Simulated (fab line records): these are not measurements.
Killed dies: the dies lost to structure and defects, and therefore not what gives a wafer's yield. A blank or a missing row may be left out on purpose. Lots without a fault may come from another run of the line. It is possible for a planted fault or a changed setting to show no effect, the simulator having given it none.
Matching of chambers | flow sky130 | SKY_FIELD_ISO_CMP_27 on cmp-02: 4 sister chambers
The step polishes, stops on Si3N4, t overpolish 16 s, target thk 457.8 nm. 8 wafers are shown with their chamber, then 9 later ones without.

EACH WAFER AND ITS CHAMBER
wafer  | chamber | motor_current_A (A) | time_to_endpoint_s (s)
L773.1 | 2       | 13.4                | 108
L773.3 | 3       | 11.9                | 102
L776.2 | 3       | 12.2                | 100
L776.3 | 2       | 13.4                | 108
L776.4 | 0       | 11.3                | 111
L778.2 | 1       | 12.5                | 109
L778.3 | 0       | 10.6                | 116
L778.6 | 1       | 12.5                | 106

WAFERS WITH NO CHAMBER GIVEN
wafer  | motor_current_A (A) | time_to_endpoint_s (s)
L779.1 | 13.5                | 113
L779.3 | 12.1                | 106
L779.5 | 12.4                | 111
L780.2 | 11.9                | 105
L780.3 | 13.2                | 115
L780.5 | 13.7                | 113
L783.1 | 12.4                | 115
L783.4 | 12.1                | 104
L783.5 | 11.9                | 114

WHICH CHAMBER EACH ONE RAN IN
wafer  | from the rows above          | in truth
L779.1 | 2                            | 2
L779.3 | can't be placed: 1 or 3      | 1
L779.5 | 1                            | 1
L780.2 | can't be placed: 3 or 1      | 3
L780.3 | can't be placed: 2 or 1      | 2
L780.5 | 2                            | 2
L783.1 | can't be placed: 1 or 2 or 0 | 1
L783.4 | can't be placed: 3 or 1      | 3
L783.5 | can't be placed: 0 or 1      | 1
Correct placement for 3 of the 9. Cannot be placed on the basis of these rows: 6; the candidates contain the true chamber in 6. Wrongly placed: 0.
How it was worked out, from the rows above alone: a wafer's distance from a chamber is the root of the sum, over the readings, of the square of ((its reading less the chamber's mean) divided by the reading's scatter). If the next closest chamber is less than 2 further off than the closest, the wafer can't be placed; otherwise it belongs to the closest. A chamber's mean is the mean of its shown wafers. The scatter: the root of (the sum of the squares of (reading less its chamber's mean) over the shown wafers, divided by (wafers less chambers)).
